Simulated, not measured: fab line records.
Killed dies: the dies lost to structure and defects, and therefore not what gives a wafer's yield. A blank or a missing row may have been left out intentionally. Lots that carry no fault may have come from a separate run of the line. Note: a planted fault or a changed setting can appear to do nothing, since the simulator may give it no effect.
Matching of chambers / flow sky130 / rie_diel-04 running SKY_VIA2_ETCH_14: 4 sister chambers
The step etches BARC in N2/H2, stops on SiO2, time 45.9 s, target depth 60 nm. 4 wafers are shown with their chamber, then 10 later ones without.

## EACH WAFER AND ITS CHAMBER
wafer=L081.5; chamber=3; drypump_motor_current_A (A)=6.0
wafer=L083.5; chamber=1; drypump_motor_current_A (A)=5.4
wafer=L090.3; chamber=2; drypump_motor_current_A (A)=6.3
wafer=L090.5; chamber=0; drypump_motor_current_A (A)=5.8

## WAFERS WITHOUT THEIR CHAMBER
wafer=L090.6; drypump_motor_current_A (A)=6.0
wafer=L091.3; drypump_motor_current_A (A)=5.8
wafer=L091.4; drypump_motor_current_A (A)=5.4
wafer=L091.6; drypump_motor_current_A (A)=6.0
wafer=L094.1; drypump_motor_current_A (A)=6.3
wafer=L094.3; drypump_motor_current_A (A)=5.8
wafer=L094.4; drypump_motor_current_A (A)=5.9
wafer=L095.1; drypump_motor_current_A (A)=6.0
wafer=L095.3; drypump_motor_current_A (A)=6.3
wafer=L095.5; drypump_motor_current_A (A)=6.3

## CHAMBER TAKEN BY EACH
wafer=L090.6; from the rows above=3; in truth=3
wafer=L091.3; from the rows above=0; in truth=0
wafer=L091.4; from the rows above=1; in truth=1
wafer=L091.6; from the rows above=3; in truth=3
wafer=L094.1; from the rows above=2; in truth=2
wafer=L094.3; from the rows above=0; in truth=0
wafer=L094.4; from the rows above=can't be placed: 3 or 0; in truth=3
wafer=L095.1; from the rows above=3; in truth=3
wafer=L095.3; from the rows above=2; in truth=2
wafer=L095.5; from the rows above=2; in truth=2
Placed correctly: 9 of 10. Not placeable from these rows: 1 (in 1, the candidates include the true chamber). Wrongly placed: 0.
How it was worked out, from the rows above alone: a wafer's distance from a chamber is the root of the sum, over the readings, of the square of ((its reading less the chamber's mean) divided by the reading's scatter). The wafer belongs to the nearest chamber; if the next one is less than 2 further off, it can't be placed. The mean given for a chamber averages the wafers shown for that chamber. The scatter (one wafer shown for each chamber): square how far every hidden wafer sits from the nearest shown wafer, average those squares and take the square root.
